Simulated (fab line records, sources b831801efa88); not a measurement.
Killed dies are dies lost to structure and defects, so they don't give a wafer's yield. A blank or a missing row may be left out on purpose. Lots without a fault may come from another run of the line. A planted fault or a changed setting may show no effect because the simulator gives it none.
Which tool did it? | flow gf180mcu | 13 lots, 39 wafers sampled, at 3 steps of a route of 602

WHAT THE GAUGES READ, wafer by wafer
GF_V5_RS_MEAS_24: measures by four-point-probe. Usual: V5_W_RS 0.329 ohm/sq, standard deviation 0.0041.
lot  | measured     | on            | V5_W_RS (ohm/sq)  | flag
L581 | day 27 10:14 | film_metro-04 | 0.320 0.321 0.323 |
L582 | day 27 17:23 | film_metro-02 | 0.330 0.330 0.329 |
L583 | day 28 03:50 | film_metro-01 | 0.333 0.333 0.326 |
L584 | day 28 07:33 | film_metro-04 | 0.329 0.329 0.336 |
L587 | day 28 20:20 | film_metro-04 | 0.326 0.322 0.329 |
L589 | day 29 22:02 | film_metro-04 | 0.332 0.331 0.333 |
L592 | day 30 14:13 | film_metro-01 | 0.325 0.326 0.327 |
L593 | day 31 00:29 | film_metro-04 | 0.331 0.328 0.330 |
L594 | day 31 08:41 | film_metro-02 | 0.328 0.332 0.336 |
L595 | day 31 15:42 | film_metro-01 | 0.331 0.331 0.329 |
L596 | day 31 18:41 | film_metro-04 | 0.328 0.324 0.328 |
L599 | day 32 11:18 | film_metro-04 | 0.324 0.328 0.321 |
L602 | day 33 01:57 | film_metro-04 | 0.327 0.326 0.324 |

WHICH TOOL RAN EACH LOT (tool, then ch and the chambers of the sampled wafers, then the start)
lot  | GF_M4_SPUTTER_01             | GF_V5_SPUTTER_21
L581 | pvd_sputter-02, day 22 16:05 | pvd_sputter-04, day 27 09:59
L582 | pvd_sputter-04, day 23 01:19 | pvd_sputter-01, day 27 17:11
L583 | pvd_sputter-04, day 23 12:23 | pvd_sputter-04, day 28 03:36
L584 | pvd_sputter-03, day 23 15:13 | pvd_sputter-04, day 28 07:19
L587 | pvd_sputter-03, day 24 07:46 | pvd_sputter-01, day 28 20:06
L589 | pvd_sputter-03, day 25 11:41 | pvd_sputter-04, day 29 21:50
L592 | pvd_sputter-04, day 26 06:34 | pvd_sputter-04, day 30 13:59
L593 | pvd_sputter-04, day 26 17:26 | pvd_sputter-01, day 31 00:17
L594 | pvd_sputter-04, day 27 04:01 | pvd_sputter-04, day 31 08:27
L595 | pvd_sputter-04, day 27 11:59 | pvd_sputter-03, day 31 15:29
L596 | pvd_sputter-02, day 27 14:19 | pvd_sputter-01, day 31 18:26
L599 | pvd_sputter-03, day 28 12:41 | pvd_sputter-04, day 32 11:05
L602 | pvd_sputter-02, day 29 04:22 | pvd_sputter-01, day 33 01:43
- GF_M4_SPUTTER_01: material TiN, target thk 30 nm, time 25 s.
- GF_V5_SPUTTER_21: material Ti, target thk 15 nm, time 80.02 s.

WHAT THE TOOLS THEMSELVES READ (means of the sampled wafers that have a number; where no wafer has one, the mark that the record gives instead)
GF_M4_SPUTTER_01. Usual: chamber_pressure_pa 0.4001 Pa, standard deviation 0.00078; throttle_valve_pct 30.4 %, standard deviation 0.96.
lot  | tool           | chamber_pressure_pa (Pa) | throttle_valve_pct (%) | flag
L581 | pvd_sputter-02 | 0.4003                   | 30.7                   |
L582 | pvd_sputter-04 | 0.3995                   | 29.6                   |
L583 | pvd_sputter-04 | 0.3993                   | 29.5                   |
L584 | pvd_sputter-03 | 0.3998                   | 30.9                   |
L587 | pvd_sputter-03 | 0.4007                   | 30.7                   |
L589 | pvd_sputter-03 | 0.4002                   | 30.8                   |
L592 | pvd_sputter-04 | 0.3999                   | 29.8                   |
L593 | pvd_sputter-04 | 0.4003                   | 29.6                   |
L594 | pvd_sputter-04 | 0.4009                   | 30.6                   |
L595 | pvd_sputter-04 | 0.4007                   | 29.1                   |
L596 | pvd_sputter-02 | 0.4008                   | 30.7                   |
L599 | pvd_sputter-03 | 0.4002                   | 31.0                   |
L602 | pvd_sputter-02 | 0.4004                   | 30.3                   |

GF_V5_SPUTTER_21. Usual: chamber_pressure_pa 5.001 Pa, standard deviation 0.01; throttle_valve_pct 30.2 %, standard deviation 1.1.
lot  | tool           | chamber_pressure_pa (Pa) | throttle_valve_pct (%) | flag
L581 | pvd_sputter-04 | 4.997                    | 30.0                   |
L582 | pvd_sputter-01 | 5.010                    | 30.0                   |
L583 | pvd_sputter-04 | 4.998                    | 29.3                   |
L584 | pvd_sputter-04 | 5.000                    | 29.7                   |
L587 | pvd_sputter-01 | 5.007                    | 31.0                   |
L589 | pvd_sputter-04 | 5.004                    | 31.2                   |
L592 | pvd_sputter-04 | 4.999                    | 30.7                   |
L593 | pvd_sputter-01 | 4.996                    | 29.0                   |
L594 | pvd_sputter-04 | 5.004                    | 31.1                   |
L595 | pvd_sputter-03 | 5.006                    | 30.2                   |
L596 | pvd_sputter-01 | 4.996                    | 30.0                   |
L599 | pvd_sputter-04 | 5.003                    | 31.1                   |
L602 | pvd_sputter-01 | 5.005                    | 30.0                   |

THE ANSWER, worked out from the rows above alone
Rule: a lot is off if the mean of its wafers that have a number lies more than 3 standard deviations from the usual mean. A lot without any number at a reading at which 4 lots or more have one is off too. The other lots that the step has rows for count as sound. The gauges are gone through in route order, then the tools' own readings, and for those a lot's mean is taken as printed above. The first step at which some lot is off is used, and at that step the reading that is off furthest; a lot without a number counts as furthest.
No lot is off at any reading shown: from this, nothing can be told.

WHAT THE SIMULATOR HAD PUT IN
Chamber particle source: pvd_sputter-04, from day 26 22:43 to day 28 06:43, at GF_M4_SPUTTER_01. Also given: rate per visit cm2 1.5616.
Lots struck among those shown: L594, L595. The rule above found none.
